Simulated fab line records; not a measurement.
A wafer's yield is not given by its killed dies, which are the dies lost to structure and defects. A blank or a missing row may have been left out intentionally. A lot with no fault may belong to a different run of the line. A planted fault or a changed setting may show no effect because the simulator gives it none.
fab line records + flow sky130
record:
- lots: 12
- wafers: 36
- last-day: 50
route steps=708 shown VT_ADJUST_LVTN@117 VT_ADJUST_HVTR@138 GATE_OXIDE@197 LDD_N@239 PAD_OPEN@708
lots that met no fault: from a run of the same line without faults
start-h: hours from the record's opening day to when the first of the lot's shown wafers began + wait-h: time in hours since the lot's previous step + " repeats the value in the row above + L1.1+2: several wafers, shown together as one row + - no value present, or no start provided + * or withheld: withheld + < > ~ a bound
route shown NAME@n: names a module that has steps shown in the file, with the first one's number in the route + usual: mean and standard deviation over wafers with no fault + same: alike in all rows + chamber/n: place in a boat + sites: per-site readings + _std_site: how widely they spread, as a standard deviation + _edge_site: the outer-site mean with the inner-site mean subtracted + radius-mm: how far each site lies from the wafer's centre + mask NAME#n: copy n + behind: the most recent tool/chamber to have shaped the wafer + hold: the reason the lot was held/the length of the hold in hours/how it ended + device: whichever transistor did not switch (one of n, p or np) + end of line: tests run on the same wafers once the route is complete + step lacking rows: just its recipe + killed: at the first sort, the dies lost to defects and structure; wafer yield is something else + map: the dies of a wafer, with x for killed, . for not killed, _ for no die there
set.NAME: the setting that was run; set.NAME@STEP: the one run at that earlier step + model.NAME: the simulator's own value behind a step, which no gauge read
steps of the route over a sample of lots; a table a step, a row a wafer
services: when a tool's chamber went out of use (start-h, in hours from the record's first day, below 0 if earlier), for how many hours, and the reason
== steps ==
step: SKY_VT_ADJUST_LVTN_STRIP_20
recipe:
- chemistry: O2/N2
- power-w: 1400
- pressure-mtorr: 1500
- platen-temp-c: withheld
- o2-flow-sccm: 3000
- n2-flow-sccm: 300
- overash-fraction: 0.5
usual:
- drypump-motor-current-A: 5.2/0.38
- oes-product-au: 0.716/0.004
- strip-time-to-endpoint-s: 14.17/0.041
same:
- overash-fraction: 0.5
| lot.wafer | tool            | chamber | start-h | wait-h | drypump-motor-current-A | oes-product-au | rf-hours-counter-h | strip-time-to-endpoint-s |
|-----------|-----------------|---------|---------|--------|-------------------------|----------------|--------------------|--------------------------|
| L331.1    | plasma-asher-01 | 1       | 165.27  | 0.1    | 5.7                     | 0.715          | 51                 | 14.17                    |
| L331.5    | "               | 0       | "       | "      | 5.9                     | 0.719          | -                  | 14.15                    |
| L331.6    | "               | 1       | "       | "      | 5.7                     | 0.712          | -                  | 14.16                    |
| L332.2    | plasma-asher-02 | 0       | 167.04  | 0.1    | 4.8                     | 0.720          | 34                 | 14.24                    |
| L332.3    | "               | 1       | "       | "      | 4.9                     | 0.724          | -                  | 14.20                    |
| L332.4    | "               | 0       | "       | "      | 4.8                     | 0.711          | -                  | 14.26                    |
| L333.3    | plasma-asher-02 | 0       | 176.20  | 0.1    | 4.8                     | 0.715          | -                  | 14.27                    |
| L333.4    | "               | 1       | "       | "      | 4.8                     | 0.717          | -                  | 14.20                    |
| L333.6    | "               | 1       | "       | "      | 4.9                     | 0.715          | -                  | 14.20                    |
| L334.1    | plasma-asher-02 | 1       | 183.27  | 0.1    | 4.8                     | 0.726          | 36                 | 14.12                    |
| L334.4    | "               | 1       | "       | "      | 4.9                     | 0.721          | -                  | 14.13                    |
| L334.6    | "               | 0       | "       | "      | 4.8                     | 0.716          | -                  | 14.08                    |
| L336.1    | plasma-asher-02 | 1       | 192.17  | 0.1    | 4.8                     | 0.716          | 37                 | 14.15                    |
| L336.3    | "               | 0       | "       | "      | 4.8                     | 0.717          | -                  | 14.20                    |
| L336.5    | "               | 1       | "       | "      | 4.8                     | 0.715          | -                  | 14.18                    |
| L337.3    | plasma-asher-04 | 0       | 199.85  | 0.1    | 5.5                     | 0.720          | -                  | 14.20                    |
| L337.4    | "               | 1       | "       | "      | 5.3                     | 0.719          | -                  | 14.15                    |
| L337.5    | "               | 0       | "       | "      | 5.5                     | 0.704          | -                  | 14.15                    |
| L338.1    | plasma-asher-04 | 1       | 210.72  | 0.1    | 5.3                     | 0.713          | 54                 | 14.17                    |
| L338.2    | "               | 0       | "       | "      | 5.4                     | 0.718          | 54                 | 14.13                    |
| L338.4    | "               | 1       | "       | "      | 5.3                     | 0.714          | -                  | 14.12                    |
| L339.1    | plasma-asher-04 | 1       | 217.46  | 0.1    | 5.3                     | 0.715          | 55                 | 14.16                    |
| L339.2    | "               | 0       | "       | "      | 5.5                     | 0.721          | 55                 | 14.20                    |
| L339.4    | "               | 1       | "       | "      | 5.3                     | 0.714          | -                  | 14.14                    |
| L344.2    | plasma-asher-04 | 0       | 248.17  | 0.1    | 5.4                     | 0.718          | 59                 | 14.19                    |
| L344.5    | "               | 1       | "       | "      | 5.3                     | 0.717          | -                  | 14.17                    |
| L344.6    | "               | 0       | "       | "      | 5.5                     | 0.712          | -                  | 14.14                    |
| L351.2    | plasma-asher-02 | 0       | 296.26  | 0.1    | 4.8                     | 0.712          | 43                 | 14.23                    |
| L351.3    | "               | 0       | "       | "      | 4.8                     | 0.712          | -                  | 14.16                    |
| L351.5    | "               | 1       | "       | "      | 4.8                     | 0.710          | -                  | 14.18                    |
| L353.1    | plasma-asher-04 | 0       | 307.69  | 0.1    | 5.4                     | 0.713          | 65                 | 14.24                    |
| L353.3    | "               | 0       | "       | "      | 5.4                     | 0.720          | -                  | 14.14                    |
| L353.5    | "               | 1       | "       | "      | 5.3                     | 0.721          | -                  | 14.22                    |
| L354.1    | plasma-asher-02 | 1       | 315.51  | 0.1    | 4.8                     | 0.717          | 45                 | 14.19                    |
| L354.2    | "               | 0       | "       | "      | 4.8                     | 0.712          | 45                 | 14.18                    |
| L354.6    | "               | 0       | "       | "      | 4.8                     | 0.714          | -                  | 14.19                    |
step: SKY_VT_ADJUST_HVTR_CD_MEAS_07
recipe:
- target-cd-nm: 380
usual:
- cd-nm: 379.6/2.3
| lot.wafer | tool      | chamber | start-h | wait-h | cd-nm |
|-----------|-----------|---------|---------|--------|-------|
| L331.1    | cd-sem-01 | -       | 206.49  | 0.1    | 376.5 |
| L331.5    | "         | -       | "       | "      | 380.1 |
| L331.6    | "         | -       | "       | "      | 379.0 |
| L332.2    | cd-sem-02 | -       | 208.80  | 0.1    | 382.9 |
| L332.3    | "         | -       | "       | "      | 383.8 |
| L332.4    | "         | -       | "       | "      | 383.3 |
| L333.3    | cd-sem-01 | -       | 220.23  | 0.1    | 380.9 |
| L333.4    | "         | -       | "       | "      | 382.7 |
| L333.6    | "         | -       | "       | "      | 381.0 |
| L334.1    | cd-sem-02 | -       | 226.79  | 0.1    | 376.8 |
| L334.4    | "         | -       | "       | "      | 378.0 |
| L334.6    | "         | -       | "       | "      | 376.5 |
| L336.1    | cd-sem-01 | -       | 234.94  | 0.1    | 379.9 |
| L336.3    | "         | -       | "       | "      | 379.9 |
| L336.5    | "         | -       | "       | "      | 380.7 |
| L337.3    | cd-sem-01 | -       | 244.32  | 0.1    | 376.2 |
| L337.4    | "         | -       | "       | "      | 382.1 |
| L337.5    | "         | -       | "       | "      | 378.8 |
| L338.1    | cd-sem-01 | -       | 256.21  | 0.1    | 375.7 |
| L338.2    | "         | -       | "       | "      | 379.7 |
| L338.4    | "         | -       | "       | "      | 379.4 |
| L339.1    | cd-sem-01 | -       | 262.06  | 0.1    | 381.5 |
| L339.2    | "         | -       | "       | "      | 380.6 |
| L339.4    | "         | -       | "       | "      | 381.8 |
| L344.2    | cd-sem-01 | -       | 296.40  | 0.1    | 379.2 |
| L344.5    | "         | -       | "       | "      | 380.0 |
| L344.6    | "         | -       | "       | "      | 380.9 |
| L351.2    | cd-sem-01 | -       | 348.75  | 0.1    | 379.0 |
| L351.3    | "         | -       | "       | "      | 377.0 |
| L351.5    | "         | -       | "       | "      | 377.7 |
| L353.1    | cd-sem-02 | -       | 360.18  | 0.1    | 382.4 |
| L353.3    | "         | -       | "       | "      | 382.9 |
| L353.5    | "         | -       | "       | "      | 381.4 |
| L354.1    | cd-sem-02 | -       | 369.68  | 0.1    | 381.5 |
| L354.2    | "         | -       | "       | "      | 380.5 |
| L354.6    | "         | -       | "       | "      | 381.7 |
step: SKY_GATE_OXIDE_OVL_MEAS_10
usual:
- GATE_OXIDE_OVL: 0.6/1.4
| lot.wafer | tool       | chamber | start-h | wait-h | GATE_OXIDE_OVL[nm] |
|-----------|------------|---------|---------|--------|--------------------|
| L331.1    | overlay-01 | -       | 309.34  | 0.1    | 1.2                |
| L331.5    | "          | -       | "       | "      | -1.9               |
| L331.6    | "          | -       | "       | "      | 0.5                |
| L332.2    | overlay-02 | -       | 314.75  | 0.1    | 2.0                |
| L332.3    | "          | -       | "       | "      | 2.9                |
| L332.4    | "          | -       | "       | "      | 2.2                |
| L333.3    | overlay-01 | -       | 324.87  | 0.1    | 1.7                |
| L333.4    | "          | -       | "       | "      | -0.7               |
| L333.6    | "          | -       | "       | "      | 0.7                |
| L336.1    | overlay-02 | -       | 345.66  | 0.1    | 1.9                |
| L336.3    | "          | -       | "       | "      | 2.1                |
| L336.5    | "          | -       | "       | "      | 2.2                |
| L334.1    | overlay-01 | -       | 345.94  | 0.1    | -1.0               |
| L334.4    | "          | -       | "       | "      | 0.9                |
| L334.6    | "          | -       | "       | "      | -1.0               |
| L337.3    | overlay-01 | -       | 353.97  | 0.1    | -1.0               |
| L337.4    | "          | -       | "       | "      | -0.7               |
| L337.5    | "          | -       | "       | "      | -1.4               |
| L338.1    | overlay-02 | -       | 365.99  | 0.1    | 2.2                |
| L338.2    | "          | -       | "       | "      | 2.9                |
| L338.4    | "          | -       | "       | "      | 4.4                |
| L339.1    | overlay-01 | -       | 372.26  | 0.1    | 0.6                |
| L339.2    | "          | -       | "       | "      | 2.1                |
| L339.4    | "          | -       | "       | "      | 0.8                |
| L344.2    | overlay-02 | -       | 413.86  | 0.1    | 1.7                |
| L344.5    | "          | -       | "       | "      | -1.4               |
| L344.6    | "          | -       | "       | "      | 0.2                |
| L351.2    | overlay-01 | -       | 475.46  | 0.1    | 0.4                |
| L351.3    | "          | -       | "       | "      | 2.0                |
| L351.5    | "          | -       | "       | "      | 1.2                |
| L353.1    | overlay-01 | -       | 487.38  | 0.1    | 1.0                |
| L353.3    | "          | -       | "       | "      | 1.1                |
| L353.5    | "          | -       | "       | "      | 1.6                |
| L354.1    | overlay-02 | -       | 498.09  | 0.1    | 1.6                |
| L354.2    | "          | -       | "       | "      | 0.7                |
| L354.6    | "          | -       | "       | "      | 0.1                |
step: SKY_LDD_N_COAT_02
recipe:
- resist: NOVOLAK
- spin-rpm: 3000
- resist-thk-nm: 300
usual:
- chill-plate-temp-C: 22.99/0.1
- spin-speed-rpm: 2999.5/1.9
| lot.wafer | tool           | chamber | start-h | wait-h | chill-plate-temp-C | spin-speed-rpm |
|-----------|----------------|---------|---------|--------|--------------------|----------------|
| L331.1    | litho-track-01 | 0       | 386.14  | 0.1    | 22.84              | 3000.3         |
| L331.5    | "              | 0       | "       | "      | 22.89              | 3000.0         |
| L331.6    | "              | 0       | "       | "      | 22.86              | 2996.1         |
| L332.2    | litho-track-01 | 0       | 394.21  | 0.1    | 23.04              | 2999.0         |
| L332.3    | "              | 0       | "       | "      | 23.06              | 3001.0         |
| L332.4    | "              | 0       | "       | "      | 23.10              | 2999.5         |
| L333.3    | litho-track-01 | 0       | 410.44  | 0.1    | 22.90              | 3000.5         |
| L333.4    | "              | 0       | "       | "      | 22.99              | 3001.1         |
| L333.6    | "              | 0       | "       | "      | 22.74              | 3001.2         |
| L336.1    | litho-track-02 | 0       | 425.54  | 0.1    | 23.08              | 2997.0         |
| L336.3    | "              | 0       | "       | "      | 23.08              | 2997.6         |
| L336.5    | "              | 0       | "       | "      | 23.02              | 2998.6         |
| L334.1    | litho-track-02 | 0       | 427.74  | 0.1    | 23.02              | 3000.5         |
| L334.4    | "              | 0       | "       | "      | 22.92              | 3001.6         |
| L334.6    | "              | 0       | "       | "      | 22.85              | 3000.3         |
| L337.3    | litho-track-04 | 0       | 434.88  | 0.1    | 23.05              | 2997.8         |
| L337.4    | "              | 0       | "       | "      | 22.97              | 2998.6         |
| L337.5    | "              | 0       | "       | "      | 23.17              | 3000.3         |
| L338.1    | litho-track-01 | 0       | 453.64  | 0.1    | 22.93              | 3002.0         |
| L338.2    | "              | 0       | "       | "      | 22.94              | 2999.7         |
| L338.4    | "              | 0       | "       | "      | 22.94              | 2999.1         |
| L339.1    | litho-track-02 | 0       | 454.74  | 0.1    | 23.00              | 2998.6         |
| L339.2    | "              | 0       | "       | "      | 23.00              | 2998.6         |
| L339.4    | "              | 0       | "       | "      | 23.09              | 2995.6         |
| L344.2    | litho-track-01 | 0       | 500.11  | 0.1    | 23.09              | 2996.0         |
| L344.5    | "              | 0       | "       | "      | 22.99              | 2998.5         |
| L344.6    | "              | 0       | "       | "      | 23.10              | 2997.1         |
| L351.2    | litho-track-01 | 0       | 558.41  | 0.1    | 22.91              | 2830.5         |
| L351.3    | "              | 0       | "       | "      | 22.92              | 2829.6         |
| L351.5    | "              | 0       | "       | "      | 23.00              | 2831.4         |
| L353.1    | litho-track-01 | 0       | 569.54  | 0.1    | 23.05              | 2827.0         |
| L353.3    | "              | 0       | "       | "      | 22.95              | 2828.7         |
| L353.5    | "              | 0       | "       | "      | 23.09              | 2828.6         |
| L354.1    | litho-track-04 | 0       | 579.53  | 0.1    | 22.85              | 3001.3         |
| L354.2    | "              | 0       | "       | "      | 22.90              | 2997.6         |
| L354.6    | "              | 0       | "       | "      | 22.78              | 3000.2         |
step: SKY_LDD_N_STRIP_16
recipe:
- chemistry: O2/N2
- power-w: 1400
- pressure-mtorr: 1500
- platen-temp-c: withheld
- o2-flow-sccm: 3000
- n2-flow-sccm: 300
- overash-fraction: 0.5
usual:
- drypump-motor-current-A: 5.4/0.39
- oes-product-au: 0.406/0.0045
- strip-time-to-endpoint-s: 4.313/0.016
same:
- overash-fraction: 0.5
| lot.wafer | tool            | chamber | start-h | wait-h | drypump-motor-current-A | oes-product-au | rf-hours-counter-h | strip-time-to-endpoint-s |
|-----------|-----------------|---------|---------|--------|-------------------------|----------------|--------------------|--------------------------|
| L331.1    | plasma-asher-01 | 1       | 402.26  | 0.1    | 5.7                     | 0.415          | 71                 | 4.308                    |
| L331.5    | "               | 0       | "       | "      | 5.9                     | 0.410          | -                  | 4.312                    |
| L331.6    | "               | 1       | "       | "      | 5.7                     | 0.404          | -                  | 4.298                    |
| L332.2    | plasma-asher-04 | 1       | 410.37  | 0.1    | 5.3                     | 0.412          | 75                 | 4.315                    |
| L332.3    | "               | 1       | "       | "      | 5.3                     | 0.407          | -                  | 4.317                    |
| L332.4    | "               | 0       | "       | "      | 5.4                     | 0.404          | -                  | 4.338                    |
| L333.3    | plasma-asher-01 | 0       | 426.61  | 0.1    | 5.9                     | 0.405          | -                  | 4.316                    |
| L333.4    | "               | 1       | "       | "      | 5.7                     | 0.413          | -                  | 4.332                    |
| L333.6    | "               | 0       | "       | "      | 5.9                     | 0.405          | -                  | 4.305                    |
| L336.1    | plasma-asher-04 | 1       | 442.81  | 0.1    | 5.3                     | 0.406          | 1                  | 4.275                    |
| L336.3    | "               | 1       | "       | "      | 5.3                     | 0.405          | -                  | 4.301                    |
| L336.5    | "               | 0       | "       | "      | 5.4                     | 0.409          | -                  | 4.317                    |
| L334.1    | plasma-asher-01 | 1       | 444.96  | 0.1    | 5.7                     | 0.408          | 75                 | 4.310                    |
| L334.4    | "               | 1       | "       | "      | 5.7                     | 0.396          | -                  | 4.301                    |
| L334.6    | "               | 0       | "       | "      | 5.9                     | 0.408          | -                  | 4.301                    |
| L337.3    | plasma-asher-04 | 1       | 451.71  | 0.1    | 5.3                     | 0.407          | -                  | 4.307                    |
| L337.4    | "               | 0       | "       | "      | 5.4                     | 0.403          | -                  | 4.292                    |
| L337.5    | "               | 1       | "       | "      | 5.3                     | 0.405          | -                  | 4.297                    |
| L338.1    | plasma-asher-01 | 0       | 470.66  | 0.1    | 5.9                     | 0.400          | 78                 | 4.320                    |
| L338.2    | "               | 1       | "       | "      | 5.6                     | 0.406          | 78                 | 4.317                    |
| L338.4    | "               | 0       | "       | "      | 5.9                     | 0.407          | -                  | 4.319                    |
| L339.1    | plasma-asher-02 | 0       | 471.57  | 0.1    | 4.8                     | 0.400          | 62                 | 4.298                    |
| L339.2    | "               | 1       | "       | "      | 4.8                     | 0.408          | 62                 | 4.281                    |
| L339.4    | "               | 0       | "       | "      | 4.8                     | 0.409          | -                  | 4.304                    |
| L344.2    | plasma-asher-04 | 0       | 516.57  | 0.1    | 5.4                     | 0.399          | 9                  | 4.310                    |
| L344.5    | "               | 0       | "       | "      | 5.4                     | 0.407          | -                  | 4.313                    |
| L344.6    | "               | 1       | "       | "      | 5.3                     | 0.398          | -                  | 4.316                    |
| L351.2    | plasma-asher-01 | 0       | 574.12  | 0.1    | 5.9                     | 0.416          | 88                 | 4.446                    |
| L351.3    | "               | 1       | "       | "      | 5.7                     | 0.406          | -                  | 4.443                    |
| L351.5    | "               | 1       | "       | "      | 5.7                     | 0.407          | -                  | 4.440                    |
| L353.1    | plasma-asher-01 | 0       | 585.82  | 0.1    | 5.9                     | 0.412          | 89                 | 4.438                    |
| L353.3    | "               | 0       | "       | "      | 5.9                     | 0.415          | -                  | 4.449                    |
| L353.5    | "               | 1       | "       | "      | 5.7                     | 0.413          | -                  | 4.446                    |
| L354.1    | plasma-asher-04 | 0       | 596.11  | 0.1    | 5.4                     | 0.417          | 17                 | 4.317                    |
| L354.2    | "               | 1       | "       | "      | 5.3                     | 0.410          | 17                 | 4.319                    |
| L354.6    | "               | 0       | "       | "      | 5.4                     | 0.401          | -                  | 4.313                    |
step: SKY_PAD_OPEN_PROBE_99
usual:
- killed_at_M0_to_M3: 43/7.5
- killed_at_M4_up: 3.3/1.9
- killed-at-contacts: 24/4.6
- killed-at-front-end: 16/4.9
- killed-at-other: 0.2/0.46
- killed-dies: 87/9.1
- killed-open: 47/7.4
- killed-short: 39/6.6
same:
- gross-dies: 492
- killed-at-back-side: 0
| lot.wafer | tool      | chamber | start-h | wait-h | killed_at_M0_to_M3 | killed_at_M4_up | killed-at-contacts | killed-at-front-end | killed-at-other | killed-dies | killed-open | killed-short |
|-----------|-----------|---------|---------|--------|--------------------|-----------------|--------------------|---------------------|-----------------|-------------|-------------|--------------|
| L344.2    | prober-01 | -       | 1151.92 | 0.1    | 51                 | 2               | 28                 | 11                  | 2               | 94          | 52          | 41           |
killed by level:class
L344.2 CONTACT:geometric-particle:open=14 VIA3:geometric-particle:open=10 METAL1:geometric-particle:short=9 VIA1:geometric-particle:open=8 VIA2:geometric-particle:open=7 VIA3:geometric-particle:short=7 CONTACT:geometric-particle:short=5 FIELD_ISO:geometric-particle:open=4
== services ==
| tool            | chamber | start-h | hours | kind                      |
|-----------------|---------|---------|-------|---------------------------|
| plasma-asher-04 | -       | 152.22  | 0.4   | repair                    |
| plasma-asher-01 | -       | 172.65  | 14.6  | pm                        |
| plasma-asher-02 | -       | 206.37  | 21.0  | repair                    |
| plasma-asher-01 | -       | 225.24  | 1.5   | repair                    |
| plasma-asher-02 | -       | 227.35  | 12.8  | pm                        |
| plasma-asher-02 | -       | 260.84  | 16.8  | repair                    |
| plasma-asher-04 | -       | 276.32  | 5.2   | repair                    |
| plasma-asher-01 | -       | 314.20  | 3.8   | repair                    |
| plasma-asher-01 | -       | 362.75  | 33.5  | repair                    |
| plasma-asher-04 | -       | 390.04  | 14.6  | pm                        |
| plasma-asher-01 | -       | 405.85  | 4.3   | pm                        |
| litho-track-02  | -       | 416.88  | -     | consumable-replace:filter |
| plasma-asher-04 | -       | 421.25  | 9.0   | pm                        |
| plasma-asher-04 | 0       | 421.25  | 9.0   | vent-cycle                |
| plasma-asher-04 | 1       | 421.25  | 9.0   | vent-cycle                |
| plasma-asher-04 | 0       | 430.25  | -     | clean                     |
| plasma-asher-04 | 1       | 430.25  | -     | clean                     |
| plasma-asher-01 | -       | 440.15  | 0.6   | repair                    |
| plasma-asher-04 | -       | 470.01  | 3.1   | repair                    |
| litho-track-01  | -       | 470.33  | -     | consumable-replace:filter |
| plasma-asher-02 | -       | 551.04  | 1.3   | repair                    |
| plasma-asher-01 | -       | 590.03  | 6.1   | repair                    |
== key ==
first-sign:
- step: SKY_LDD_N_COAT_02
- reading: spin-speed-rpm
- direction: down
- sigmas: 88
- usual: 2999.5
- struck: 2829.3
effect:
- step: SKY_LDD_N_STRIP_16
- reading: strip-time-to-endpoint-s
- direction: up
- sigmas: 8.4
- usual: *
- struck: *
met-at SKY_LDD_N_COAT_02
struck-lots L351,L353
tester-left-out L351,L353
not-acting-at SKY_VT_ADJUST_LVTN_STRIP_20,SKY_VT_ADJUST_HVTR_CD_MEAS_07,SKY_GATE_OXIDE_OVL_MEAS_10
onset-between 500.11 558.41
fault:
- kind: process-parameter-drift
- tool: litho-track-01
- chamber: -
- onset-h: 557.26
- steps: SKY_LDD_N_COAT_02
- channel: spin-rpm
- offset: -171.07
- shape: step
- end-h: 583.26
- acts-in: these-recipes-only
- stated: 3000
tester-left-out: of these lots the tester's yield and bins aren't shown, on N5 and GAA mostly nor the transistor test; their killed dies are dies lost to structure and defects alone, not to doping, threshold or leakage, so they don't give the yield
